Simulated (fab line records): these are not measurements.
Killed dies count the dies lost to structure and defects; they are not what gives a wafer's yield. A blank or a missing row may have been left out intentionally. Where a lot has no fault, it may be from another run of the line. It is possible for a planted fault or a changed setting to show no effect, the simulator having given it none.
A struck lot beside a sound one	flow sky130	15 steps out of a route of 708
Sound: these wafers, L794.3, L794.5, L794.6. The struck wafers were L795.1, L795.2, L795.4. At the end, the cause is stated.
For every step that has rows: the tool of each side, followed by ch and its chambers, followed by its first start. Under that, the readings that differ: sound wafers	struck wafers	difference of the means	sigmas: that difference in standard deviations of wafers without a fault.
alike: same words and numbers on both sides, and readings whose means sit less than 2 such deviations apart. not compared: any withheld reading, any reading some wafer has no value for, any bound like >300 that may hide the same value, and any number with overlapping values for which the record gives no deviation.
Wherever a step has rows on one side only, a row that says differs or no value, or a row with sigmas, the two part there. Non-overlapping numbers with no deviation appear without sigmas and do not part them. A reading that every wafer of one side lacks parts them only if that side has two wafers or more.

SKY_SONOS_ONO_THK_MEAS_05:
  sound on filmMetro-04 at day 14 14:23; struck on filmMetro-01 at day 14 17:32
  alike: SONOS_ONO_CVD_04_THK
then, 7 steps without rows for these wafers: SKY_SONOS_ONO_DEHYDRATE_06 (time 60 s); SKY_SONOS_ONO_HMDS_07 (prime time 60 s); SKY_SONOS_ONO_COAT_08 (resist thk 1140 nm); SKY_SONOS_ONO_SOFTBAKE_09 (time 60 s); SKY_SONOS_ONO_EXPOSE_10 (exposes mask ONOM, target cd 410 nm); SKY_SONOS_ONO_PEB_11; SKY_SONOS_ONO_DEVELOP_12 (develop time 60 s).
SKY_SONOS_ONO_CD_MEAS_13: target cd 410 nm.
  sound on cdSem-02 at day 15 17:13; struck on cdSem-01 at day 15 20:07
reading	sound	struck	difference	sigmas
cdNm (nm)	405.9 406.3 407.5	410.7 410.7 412.4	+4.7	+2
SKY_SONOS_ONO_OVL_MEAS_14:
  sound on overlay-02 at day 15 17:18; struck on overlay-02 at day 15 20:14
reading	sound	struck	difference	sigmas
SONOS_ONO_OVL (nm)	2.3 1.9 0.8	-2.4 -0.8 -0.4	-2.9	-2
SKY_SONOS_ONO_ETCH_15: etches the open film in CHF3/O2, target depth 19.52 nm, time 7.8 s.
  sound on rieDiel-02 ch 2,3, day 15 17:20; struck on rieDiel-01 ch 0,1,3, day 15 20:16
  alike: biasW, drypumpMotorCurrentA, oesProductAu, rfFwdPowerW, throttleValvePct
  not compared: rfHoursCounterH
then, 1 step without rows for these wafers: SKY_SONOS_ONO_WET_ETCH_16 (etches SiO2 in dHF, target depth 14 nm, time 280 s).
SKY_SONOS_ONO_STRIP_17: strips in O2/N2.
  sound on plasmaAsher-04 ch 0,1, day 15 17:29; struck on plasmaAsher-04 ch 0,1, day 15 20:22
reading	sound	struck	difference	sigmas
oesProductAu (a.u.)	0.711 0.708 0.707	0.880 0.886 0.870	+0.170	+40
stripTimeToEndpointS (s)	14.07 14.09 14.09	- - -	no value on the struck wafers	
model.NOVOLAK_of_SONOS_ONO_COAT_08.thkNm (nm)	0 0 0	687.5 688 687.9	+687.8	
  alike: drypumpMotorCurrentA
  not compared: rfHoursCounterH
then, 1 step without rows for these wafers: SKY_SONOS_ONO_WET_ETCH_18 (etches Si3N4 in H3PO4, target depth 15 nm, time 172 s).
-- a jump in the record: the struck wafers' starts before and after are 32 days apart (it breaks off in module SONOS_ONO and resumes in module PAD_OPEN, where the first step shown is number 708 of the route) --
SKY_PAD_OPEN_PROBE_99:
  the record has rows for the struck wafers here (prober-01, day 48 05:07) and none for the sound ones

WHERE THEY PART
Earliest at SKY_SONOS_ONO_CD_MEAS_13; latest, in this record, at SKY_PAD_OPEN_PROBE_99.

WHY: whatever the simulator had introduced
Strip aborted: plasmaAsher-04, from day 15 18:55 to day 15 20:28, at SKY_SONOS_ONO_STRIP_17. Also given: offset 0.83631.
